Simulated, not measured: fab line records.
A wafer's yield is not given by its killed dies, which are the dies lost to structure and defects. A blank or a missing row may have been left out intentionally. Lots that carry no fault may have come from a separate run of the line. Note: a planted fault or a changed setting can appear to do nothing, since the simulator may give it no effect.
fab line records / flow sky130
record: lots: 5 wafers: 15 lastDay: 50
route steps=708 shown POLY_GATE@229 LDD_N@237
lots that met no fault: from a run of the same line without faults
startH: the number of hours between the record's first day and the start of the first shown wafer of the lot / waitH: time in hours since the lot's previous step / " same as the row above / L1.1+2: one row covering several wafers at once / - no value, or no start given / * or withheld: withheld / < > ~ a bound
route shown NAME@n: names a module that has steps shown in the file, with the first one's number in the route / usual: mean and standard deviation over wafers with no fault / same: alike in all rows / chamber/n: place in a boat / sites: readings site by site / _std_site: their standard deviation / _edge_site: the outer-site mean with the inner-site mean subtracted / radiusMm: for every site, how far away it sits from the centre of the wafer / mask NAME#n: copy n / behind: the most recent tool/chamber to have shaped the wafer / hold: cause of the lot's hold/its duration in hours/its outcome / device: whichever transistor did not switch (one of n, p or np) / end of line: tests run on the same wafers once the route is complete / a step given without rows: its recipe and nothing more / killed: dies lost to structure and defects at the first sort, not the wafer's yield / map: a wafer's dies, marking killed ones x, the rest . and places with no die _
set.NAME: setting as actually run; set.NAME@STEP: the setting as run at that earlier step / model.NAME: the simulator's own value behind a step, which no gauge read
certain route steps with their lots: each step a table, each wafer a row
services: a tool's chamber out of use, with start hour (startH, from the record's first day; less than 0 if before it), hours out, and reason
== steps ==
step: SKY_POLY_GATE_ETCH_15
recipe: chemistry: N2/H2 target: BARC ionEnergyEv: 200 sourceW: 500 biasW: 100 pressureMtorr: 30 n2FlowSccm: 100 h2FlowSccm: 200 stopOn: SiO2 timeS: 118.5 targetDepthA: 1100
usual: drypumpMotorCurrentA: 5.9/0.36 oesProductAu: 0.716/0.0046 throttleValvePct: 13.213/0.0095
lot.wafer=L809.3 tool=rieDiel-01 chamber=3 startH=408.71 waitH=0.0 drypumpMotorCurrentA=5.6 oesProductAu=0.710 rfHoursCounterH=2 throttleValvePct=13.215
lot.wafer=L809.5 tool=rieDiel-01 chamber=2 startH=408.71 waitH=0.0 drypumpMotorCurrentA=5.9 oesProductAu=0.712 rfHoursCounterH=- throttleValvePct=13.231
lot.wafer=L809.6 tool=rieDiel-01 chamber=3 startH=408.71 waitH=0.0 drypumpMotorCurrentA=5.6 oesProductAu=0.710 rfHoursCounterH=- throttleValvePct=13.216
lot.wafer=L808.2 tool=rieDiel-02 chamber=0 startH=411.88 waitH=0.0 drypumpMotorCurrentA=6.2 oesProductAu=0.718 rfHoursCounterH=3 throttleValvePct=13.209
lot.wafer=L808.3 tool=rieDiel-02 chamber=1 startH=411.88 waitH=0.0 drypumpMotorCurrentA=5.5 oesProductAu=0.718 rfHoursCounterH=46 throttleValvePct=13.215
lot.wafer=L808.5 tool=rieDiel-02 chamber=2 startH=411.88 waitH=0.0 drypumpMotorCurrentA=6.2 oesProductAu=0.722 rfHoursCounterH=- throttleValvePct=13.207
lot.wafer=L813.1 tool=rieDiel-01 chamber=0 startH=440.08 waitH=0.0 drypumpMotorCurrentA=6.7 oesProductAu=0.713 rfHoursCounterH=46 throttleValvePct=13.201
lot.wafer=L813.3 tool=rieDiel-01 chamber=1 startH=440.08 waitH=0.0 drypumpMotorCurrentA=5.5 oesProductAu=0.712 rfHoursCounterH=85 throttleValvePct=13.225
lot.wafer=L813.6 tool=rieDiel-01 chamber=0 startH=440.08 waitH=0.0 drypumpMotorCurrentA=6.7 oesProductAu=0.713 rfHoursCounterH=- throttleValvePct=13.216
lot.wafer=L826.1 tool=rieDiel-02 chamber=3 startH=538.63 waitH=0.0 drypumpMotorCurrentA=6.0 oesProductAu=0.724 rfHoursCounterH=2 throttleValvePct=13.213
lot.wafer=L826.5 tool=rieDiel-02 chamber=1 startH=538.63 waitH=0.0 drypumpMotorCurrentA=5.5 oesProductAu=0.718 rfHoursCounterH=- throttleValvePct=13.207
lot.wafer=L826.6 tool=rieDiel-02 chamber=2 startH=538.63 waitH=0.0 drypumpMotorCurrentA=6.2 oesProductAu=0.713 rfHoursCounterH=- throttleValvePct=13.212
lot.wafer=L827.1 tool=rieDiel-02 chamber=2 startH=561.52 waitH=0.0 drypumpMotorCurrentA=6.2 oesProductAu=0.719 rfHoursCounterH=15 throttleValvePct=13.212
lot.wafer=L827.5 tool=rieDiel-02 chamber=0 startH=561.52 waitH=0.0 drypumpMotorCurrentA=6.2 oesProductAu=0.722 rfHoursCounterH=- throttleValvePct=13.199
lot.wafer=L827.6 tool=rieDiel-02 chamber=1 startH=561.52 waitH=0.0 drypumpMotorCurrentA=5.5 oesProductAu=0.711 rfHoursCounterH=- throttleValvePct=13.207
step: SKY_POLY_GATE_ETCH_16
recipe: stopOn: poly-Si chemistry: CH3F/O2 target: Si3N4 sourceW: 400 biasW: 80 pressureMtorr: 25 ch3fFlowSccm: 40 O2_flow_sccm: 30 timeS: 147.5 targetDepthA: 750
usual: drypumpMotorCurrentA: 5.9/0.36 oesProductAu: 0.639/0.0051 throttleValvePct: 10.535/0.0096
lot.wafer=L809.3 tool=rieDiel-01 chamber=3 startH=408.80 waitH=0.0 drypumpMotorCurrentA=5.6 oesProductAu=0.638 rfHoursCounterH=3 throttleValvePct=10.536
lot.wafer=L809.5 tool=rieDiel-01 chamber=2 startH=408.80 waitH=0.0 drypumpMotorCurrentA=5.9 oesProductAu=0.639 rfHoursCounterH=- throttleValvePct=10.545
lot.wafer=L809.6 tool=rieDiel-01 chamber=3 startH=408.80 waitH=0.0 drypumpMotorCurrentA=5.6 oesProductAu=0.635 rfHoursCounterH=- throttleValvePct=10.517
lot.wafer=L808.2 tool=rieDiel-02 chamber=0 startH=411.96 waitH=0.0 drypumpMotorCurrentA=6.2 oesProductAu=0.639 rfHoursCounterH=3 throttleValvePct=10.533
lot.wafer=L808.3 tool=rieDiel-02 chamber=1 startH=411.96 waitH=0.0 drypumpMotorCurrentA=5.5 oesProductAu=0.644 rfHoursCounterH=46 throttleValvePct=10.526
lot.wafer=L808.5 tool=rieDiel-02 chamber=2 startH=411.96 waitH=0.0 drypumpMotorCurrentA=6.2 oesProductAu=0.648 rfHoursCounterH=- throttleValvePct=10.532
lot.wafer=L813.1 tool=rieDiel-01 chamber=0 startH=440.16 waitH=0.0 drypumpMotorCurrentA=6.7 oesProductAu=0.642 rfHoursCounterH=46 throttleValvePct=10.537
lot.wafer=L813.3 tool=rieDiel-01 chamber=1 startH=440.16 waitH=0.0 drypumpMotorCurrentA=5.5 oesProductAu=0.631 rfHoursCounterH=85 throttleValvePct=10.534
lot.wafer=L813.6 tool=rieDiel-01 chamber=0 startH=440.16 waitH=0.0 drypumpMotorCurrentA=6.7 oesProductAu=0.635 rfHoursCounterH=- throttleValvePct=10.534
lot.wafer=L826.1 tool=rieDiel-02 chamber=3 startH=538.71 waitH=0.0 drypumpMotorCurrentA=6.0 oesProductAu=0.646 rfHoursCounterH=3 throttleValvePct=10.522
lot.wafer=L826.5 tool=rieDiel-02 chamber=1 startH=538.71 waitH=0.0 drypumpMotorCurrentA=5.5 oesProductAu=0.637 rfHoursCounterH=- throttleValvePct=10.534
lot.wafer=L826.6 tool=rieDiel-02 chamber=2 startH=538.71 waitH=0.0 drypumpMotorCurrentA=6.2 oesProductAu=0.648 rfHoursCounterH=- throttleValvePct=10.544
lot.wafer=L827.1 tool=rieDiel-02 chamber=2 startH=561.60 waitH=0.0 drypumpMotorCurrentA=6.2 oesProductAu=0.641 rfHoursCounterH=15 throttleValvePct=10.541
lot.wafer=L827.5 tool=rieDiel-02 chamber=0 startH=561.60 waitH=0.0 drypumpMotorCurrentA=6.2 oesProductAu=0.647 rfHoursCounterH=- throttleValvePct=10.521
lot.wafer=L827.6 tool=rieDiel-02 chamber=1 startH=561.60 waitH=0.0 drypumpMotorCurrentA=5.5 oesProductAu=0.636 rfHoursCounterH=- throttleValvePct=10.543
step: SKY_POLY_GATE_ETCH_17
recipe: targetDepthNm: 180 stopOn: SiO2 overEtchFrac: 0.56667 chemistry: HBr/Cl2 target: poly-Si icpW: 400 biasW: 100 pressureMtorr: 10 HBr_flow_sccm: 150 Cl2_flow_sccm: 50 timeS: 70.5
usual: drypumpMotorCurrentA: 5.8/0.46 oesProductAu: 0.984/0.0072 throttleValvePct: 33.683/0.0089
lot.wafer=L809.3 tool=rieSi-01 chamber=2 startH=408.90 waitH=0.0 drypumpMotorCurrentA=6.2 oesProductAu=0.987 rfHoursCounterH=3 throttleValvePct=33.665
lot.wafer=L809.5 tool=rieSi-01 chamber=2 startH=408.90 waitH=0.0 drypumpMotorCurrentA=6.2 oesProductAu=0.977 rfHoursCounterH=- throttleValvePct=33.682
lot.wafer=L809.6 tool=rieSi-01 chamber=3 startH=408.90 waitH=0.0 drypumpMotorCurrentA=6.4 oesProductAu=0.993 rfHoursCounterH=- throttleValvePct=33.667
lot.wafer=L808.2 tool=rieSi-01 chamber=1 startH=412.06 waitH=0.0 drypumpMotorCurrentA=5.4 oesProductAu=0.980 rfHoursCounterH=2 throttleValvePct=33.699
lot.wafer=L808.3 tool=rieSi-01 chamber=0 startH=412.06 waitH=0.0 drypumpMotorCurrentA=5.8 oesProductAu=0.980 rfHoursCounterH=1 throttleValvePct=33.684
lot.wafer=L808.5 tool=rieSi-01 chamber=1 startH=412.06 waitH=0.0 drypumpMotorCurrentA=5.4 oesProductAu=0.988 rfHoursCounterH=- throttleValvePct=33.683
lot.wafer=L813.1 tool=rieSi-02 chamber=3 startH=440.26 waitH=0.0 drypumpMotorCurrentA=6.0 oesProductAu=0.987 rfHoursCounterH=3 throttleValvePct=33.671
lot.wafer=L813.3 tool=rieSi-02 chamber=0 startH=440.26 waitH=0.0 drypumpMotorCurrentA=5.4 oesProductAu=0.987 rfHoursCounterH=7 throttleValvePct=33.686
lot.wafer=L813.6 tool=rieSi-02 chamber=0 startH=440.26 waitH=0.0 drypumpMotorCurrentA=5.4 oesProductAu=0.986 rfHoursCounterH=- throttleValvePct=33.684
lot.wafer=L826.1 tool=rieSi-01 chamber=1 startH=538.81 waitH=0.0 drypumpMotorCurrentA=5.4 oesProductAu=0.984 rfHoursCounterH=3 throttleValvePct=33.674
lot.wafer=L826.5 tool=rieSi-01 chamber=2 startH=538.81 waitH=0.0 drypumpMotorCurrentA=6.2 oesProductAu=0.979 rfHoursCounterH=- throttleValvePct=33.672
lot.wafer=L826.6 tool=rieSi-01 chamber=3 startH=538.81 waitH=0.0 drypumpMotorCurrentA=6.4 oesProductAu=0.998 rfHoursCounterH=- throttleValvePct=33.683
lot.wafer=L827.1 tool=rieSi-02 chamber=0 startH=561.70 waitH=0.0 drypumpMotorCurrentA=5.4 oesProductAu=0.981 rfHoursCounterH=8 throttleValvePct=33.676
lot.wafer=L827.5 tool=rieSi-02 chamber=2 startH=561.70 waitH=0.0 drypumpMotorCurrentA=4.9 oesProductAu=0.972 rfHoursCounterH=- throttleValvePct=33.677
lot.wafer=L827.6 tool=rieSi-02 chamber=1 startH=561.70 waitH=0.0 drypumpMotorCurrentA=5.8 oesProductAu=0.986 rfHoursCounterH=- throttleValvePct=33.678
step: SKY_POLY_GATE_STRIP_18
recipe: chemistry: O2/N2 powerW: 1400 pressureMtorr: 1500 platenTempC: withheld o2FlowSccm: 3000 n2FlowSccm: 300 overashFraction: 0.5
usual: drypumpMotorCurrentA: 6.0/0.44 oesProductAu: 0.361/0.0048 stripTimeToEndpointS: 3.17/0.049
lot.wafer=L809.3 tool=plasmaAsher-01 chamber=1 startH=408.99 waitH=0.1 drypumpMotorCurrentA=6.3 oesProductAu=0.364 rfHoursCounterH=- stripTimeToEndpointS=3.18
lot.wafer=L809.5 tool=plasmaAsher-01 chamber=1 startH=408.99 waitH=0.1 drypumpMotorCurrentA=6.4 oesProductAu=0.360 rfHoursCounterH=- stripTimeToEndpointS=3.14
lot.wafer=L809.6 tool=plasmaAsher-01 chamber=0 startH=408.99 waitH=0.1 drypumpMotorCurrentA=5.2 oesProductAu=0.354 rfHoursCounterH=- stripTimeToEndpointS=3.14
lot.wafer=L808.2 tool=plasmaAsher-03 chamber=0 startH=412.11 waitH=0.0 drypumpMotorCurrentA=6.0 oesProductAu=0.357 rfHoursCounterH=60 stripTimeToEndpointS=3.20
lot.wafer=L808.3 tool=plasmaAsher-03 chamber=1 startH=412.11 waitH=0.0 drypumpMotorCurrentA=6.1 oesProductAu=0.359 rfHoursCounterH=- stripTimeToEndpointS=3.24
lot.wafer=L808.5 tool=plasmaAsher-03 chamber=0 startH=412.11 waitH=0.0 drypumpMotorCurrentA=6.1 oesProductAu=0.361 rfHoursCounterH=- stripTimeToEndpointS=3.13
lot.wafer=L813.1 tool=plasmaAsher-04 chamber=0 startH=440.31 waitH=0.0 drypumpMotorCurrentA=6.4 oesProductAu=0.363 rfHoursCounterH=1 stripTimeToEndpointS=3.16
lot.wafer=L813.3 tool=plasmaAsher-04 chamber=0 startH=440.31 waitH=0.0 drypumpMotorCurrentA=6.4 oesProductAu=0.369 rfHoursCounterH=- stripTimeToEndpointS=3.23
lot.wafer=L813.6 tool=plasmaAsher-04 chamber=0 startH=440.31 waitH=0.0 drypumpMotorCurrentA=6.4 oesProductAu=0.360 rfHoursCounterH=- stripTimeToEndpointS=3.19
lot.wafer=L826.1 tool=plasmaAsher-01 chamber=1 startH=538.86 waitH=0.0 drypumpMotorCurrentA=6.4 oesProductAu=0.361 rfHoursCounterH=70 stripTimeToEndpointS=3.12
lot.wafer=L826.5 tool=plasmaAsher-01 chamber=0 startH=538.86 waitH=0.0 drypumpMotorCurrentA=5.3 oesProductAu=0.357 rfHoursCounterH=- stripTimeToEndpointS=3.24
lot.wafer=L826.6 tool=plasmaAsher-01 chamber=1 startH=538.86 waitH=0.0 drypumpMotorCurrentA=6.4 oesProductAu=0.364 rfHoursCounterH=- stripTimeToEndpointS=3.10
lot.wafer=L827.1 tool=plasmaAsher-04 chamber=1 startH=561.76 waitH=0.0 drypumpMotorCurrentA=6.0 oesProductAu=0.359 rfHoursCounterH=13 stripTimeToEndpointS=3.16
lot.wafer=L827.5 tool=plasmaAsher-04 chamber=1 startH=561.76 waitH=0.0 drypumpMotorCurrentA=6.0 oesProductAu=0.360 rfHoursCounterH=- stripTimeToEndpointS=3.25
lot.wafer=L827.6 tool=plasmaAsher-04 chamber=0 startH=561.76 waitH=0.0 drypumpMotorCurrentA=6.3 oesProductAu=0.360 rfHoursCounterH=- stripTimeToEndpointS=3.20
step: SKY_POLY_GATE_CLEAN_19
recipe: chemistry: SC1/SC2 mix: 1:4:20 tempC: 70 timeS: 150 dry: n2Spin
step: SKY_POLY_GATE_OXIDATION_20
recipe: tempC: 850 ambient: O2 stabiliseS: 600 purgeS: 300 targetThkA: 40 oxTimeS: 899
step: SKY_POLY_GATE_THK_MEAS_21
recipe: reads: SiO2_of_POLY_GATE_OXIDATION_20
usual: POLY_GATE_OXIDATION_THK: 3.98/0.085
lot.wafer=L809.3 tool=filmMetro-02 chamber=- startH=411.04 waitH=0.0 POLY_GATE_OXIDATION_THK[nm]=4.00
lot.wafer=L809.5 tool=filmMetro-02 chamber=- startH=411.04 waitH=0.0 POLY_GATE_OXIDATION_THK[nm]=4.09
lot.wafer=L809.6 tool=filmMetro-02 chamber=- startH=411.04 waitH=0.0 POLY_GATE_OXIDATION_THK[nm]=4.05
lot.wafer=L808.2 tool=filmMetro-04 chamber=- startH=414.62 waitH=0.0 POLY_GATE_OXIDATION_THK[nm]=3.91
lot.wafer=L808.3 tool=filmMetro-04 chamber=- startH=414.62 waitH=0.0 POLY_GATE_OXIDATION_THK[nm]=3.92
lot.wafer=L808.5 tool=filmMetro-04 chamber=- startH=414.62 waitH=0.0 POLY_GATE_OXIDATION_THK[nm]=3.88
lot.wafer=L813.1 tool=filmMetro-01 chamber=- startH=441.71 waitH=0.0 POLY_GATE_OXIDATION_THK[nm]=3.92
lot.wafer=L813.3 tool=filmMetro-01 chamber=- startH=441.71 waitH=0.0 POLY_GATE_OXIDATION_THK[nm]=3.99
lot.wafer=L813.6 tool=filmMetro-01 chamber=- startH=441.71 waitH=0.0 POLY_GATE_OXIDATION_THK[nm]=3.94
lot.wafer=L826.1 tool=filmMetro-02 chamber=- startH=540.27 waitH=0.0 POLY_GATE_OXIDATION_THK[nm]=3.93
lot.wafer=L826.5 tool=filmMetro-02 chamber=- startH=540.27 waitH=0.0 POLY_GATE_OXIDATION_THK[nm]=3.92
lot.wafer=L826.6 tool=filmMetro-02 chamber=- startH=540.27 waitH=0.0 POLY_GATE_OXIDATION_THK[nm]=3.91
lot.wafer=L827.1 tool=filmMetro-04 chamber=- startH=563.17 waitH=0.0 POLY_GATE_OXIDATION_THK[nm]=3.87
lot.wafer=L827.5 tool=filmMetro-04 chamber=- startH=563.17 waitH=0.0 POLY_GATE_OXIDATION_THK[nm]=3.89
lot.wafer=L827.6 tool=filmMetro-04 chamber=- startH=563.17 waitH=0.0 POLY_GATE_OXIDATION_THK[nm]=3.82
step: SKY_POLY_GATE_CD_MEAS_22
usual: cdNm: 149/3.2
lot.wafer=L809.3 tool=cdSem-01 chamber=- startH=411.13 waitH=0.1 cdNm=145
lot.wafer=L809.5 tool=cdSem-01 chamber=- startH=411.13 waitH=0.1 cdNm=144
lot.wafer=L809.6 tool=cdSem-01 chamber=- startH=411.13 waitH=0.1 cdNm=146
lot.wafer=L808.2 tool=cdSem-01 chamber=- startH=414.69 waitH=0.1 cdNm=148
lot.wafer=L808.3 tool=cdSem-01 chamber=- startH=414.69 waitH=0.1 cdNm=155
lot.wafer=L808.5 tool=cdSem-01 chamber=- startH=414.69 waitH=0.1 cdNm=153
lot.wafer=L813.1 tool=cdSem-02 chamber=- startH=441.77 waitH=0.1 cdNm=151
lot.wafer=L813.3 tool=cdSem-02 chamber=- startH=441.77 waitH=0.1 cdNm=154
lot.wafer=L813.6 tool=cdSem-02 chamber=- startH=441.77 waitH=0.1 cdNm=151
lot.wafer=L826.1 tool=cdSem-02 chamber=- startH=540.33 waitH=0.1 cdNm=148
lot.wafer=L826.5 tool=cdSem-02 chamber=- startH=540.33 waitH=0.1 cdNm=148
lot.wafer=L826.6 tool=cdSem-02 chamber=- startH=540.33 waitH=0.1 cdNm=152
lot.wafer=L827.1 tool=cdSem-01 chamber=- startH=563.23 waitH=0.1 cdNm=152
lot.wafer=L827.5 tool=cdSem-01 chamber=- startH=563.23 waitH=0.1 cdNm=147
lot.wafer=L827.6 tool=cdSem-01 chamber=- startH=563.23 waitH=0.1 cdNm=148
step: SKY_LDD_N_DEHYDRATE_00
recipe: tempC: 200 timeS: 60
step: SKY_LDD_N_HMDS_01
recipe: primeTimeS: 60 primeTempC: 120
step: SKY_LDD_N_COAT_02
recipe: resist: NOVOLAK spinRpm: 3000 resistThkNm: 300
step: SKY_LDD_N_SOFTBAKE_03
recipe: tempC: 90 timeS: 60 resist: NOVOLAK
step: SKY_LDD_N_EXPOSE_04
recipe: maskId: NTM targetCdNm: 840 na: 0.6 sourceShape: conventional sigmaOuter: 0.6 doseMj: 110
usual: exposureDoseMJCm2: 109.98/0.11
lot.wafer=L809.3 tool=ilineStepper-01 chamber=0 startH=426.52 waitH=- mask=NTM#0 exposureDoseMJCm2=109.81
lot.wafer=L809.5 tool=ilineStepper-01 chamber=0 startH=426.52 waitH=- mask=NTM#0 exposureDoseMJCm2=109.67
lot.wafer=L809.6 tool=ilineStepper-01 chamber=0 startH=426.52 waitH=- mask=NTM#0 exposureDoseMJCm2=109.99
lot.wafer=L808.2 tool=ilineStepper-02 chamber=0 startH=430.28 waitH=- mask=NTM#0 exposureDoseMJCm2=110.12
lot.wafer=L808.3 tool=ilineStepper-02 chamber=0 startH=430.28 waitH=- mask=NTM#0 exposureDoseMJCm2=109.86
lot.wafer=L808.5 tool=ilineStepper-02 chamber=0 startH=430.28 waitH=- mask=NTM#0 exposureDoseMJCm2=109.95
lot.wafer=L813.1 tool=ilineStepper-02 chamber=0 startH=457.73 waitH=- mask=NTM_R1#0 exposureDoseMJCm2=109.93
lot.wafer=L813.3 tool=ilineStepper-02 chamber=0 startH=457.73 waitH=- mask=NTM_R1#0 exposureDoseMJCm2=110.00
lot.wafer=L813.6 tool=ilineStepper-02 chamber=0 startH=457.73 waitH=- mask=NTM_R1#0 exposureDoseMJCm2=110.04
lot.wafer=L826.1 tool=ilineStepper-02 chamber=0 startH=556.02 waitH=- mask=NTM#0 exposureDoseMJCm2=110.08
lot.wafer=L826.5 tool=ilineStepper-02 chamber=0 startH=556.02 waitH=- mask=NTM#0 exposureDoseMJCm2=110.16
lot.wafer=L826.6 tool=ilineStepper-02 chamber=0 startH=556.02 waitH=- mask=NTM#0 exposureDoseMJCm2=110.08
lot.wafer=L827.1 tool=ilineStepper-02 chamber=0 startH=577.96 waitH=- mask=NTM#0 exposureDoseMJCm2=109.96
lot.wafer=L827.5 tool=ilineStepper-02 chamber=0 startH=577.96 waitH=- mask=NTM#0 exposureDoseMJCm2=110.04
lot.wafer=L827.6 tool=ilineStepper-02 chamber=0 startH=577.96 waitH=- mask=NTM#0 exposureDoseMJCm2=109.95
step: SKY_LDD_N_PEB_05
recipe: tempC: withheld timeS: * resist: NOVOLAK
== services ==
tool=rieDiel-02 chamber=- startH=390.62 hours=0.9 kind=repair
tool=ilineStepper-02 chamber=- startH=394.93 hours=1.2 kind=repair
tool=plasmaAsher-04 chamber=- startH=421.25 hours=9.0 kind=pm
tool=rieDiel-01 chamber=- startH=425.36 hours=4.3 kind=pm
tool=rieDiel-01 chamber=2 startH=451.95 hours=5.5 kind=repair
tool=rieDiel-02 chamber=1 startH=455.29 hours=2.1 kind=repair
tool=plasmaAsher-03 chamber=- startH=461.98 hours=0.4 kind=repair
tool=rieDiel-02 chamber=2 startH=463.04 hours=19.6 kind=repair
tool=rieDiel-01 chamber=0 startH=480.18 hours=4.0 kind=repair
tool=plasmaAsher-01 chamber=- startH=482.69 hours=2.3 kind=repair
tool=plasmaAsher-04 chamber=- startH=484.92 hours=3.6 kind=repair
tool=rieDiel-01 chamber=3 startH=492.57 hours=1.5 kind=repair
tool=ilineStepper-02 chamber=- startH=495.21 hours=2.1 kind=pm
tool=rieSi-02 chamber=- startH=505.12 hours=4.3 kind=pm
tool=rieDiel-01 chamber=2 startH=510.96 hours=10.4 kind=repair
tool=rieSi-01 chamber=0 startH=527.09 hours=13.6 kind=repair
tool=rieDiel-02 chamber=1 startH=534.29 hours=1.9 kind=repair
tool=rieSi-01 chamber=1 startH=542.77 hours=5.7 kind=repair
tool=rieDiel-01 chamber=2 startH=543.39 hours=6.9 kind=repair
tool=ilineStepper-02 chamber=- startH=545.23 hours=1.6 kind=repair
tool=rieDiel-01 chamber=0 startH=566.04 hours=12.3 kind=repair
tool=ilineStepper-02 chamber=- startH=568.31 hours=1.7 kind=pm
tool=plasmaAsher-04 chamber=- startH=570.40 hours=2.8 kind=pm
tool=rieSi-01 chamber=3 startH=576.14 hours=4.3 kind=repair
== key ==
firstSign: step: SKY_LDD_N_EXPOSE_04 reading: mask direction: changed
effect none on later readings
metAt SKY_LDD_N_EXPOSE_04
struckWafers L813.1,L813.3,L813.6
sortLeftOut L813.1,L813.3,L813.6
testerLeftOut L813
onsetBetween 430.28 457.73
fault: kind: wrongMask tool: any chamber: - onsetH: 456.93 steps: SKY_LDD_N_EXPOSE_04 auxCopy: NTM_R1#0 cdOffsetNm: -101 scope: struckLotsOnly
testerLeftOut: of these lots the tester's yield and bins aren't shown, on N5 and GAA mostly nor the transistor test; their killed dies are dies lost to structure and defects alone, not to doping, threshold or leakage, so they don't give the yield
sortLeftOut: the simulated sort isn't trusted on such a fault, so these wafers' sort isn't shown, and their yield isn't known
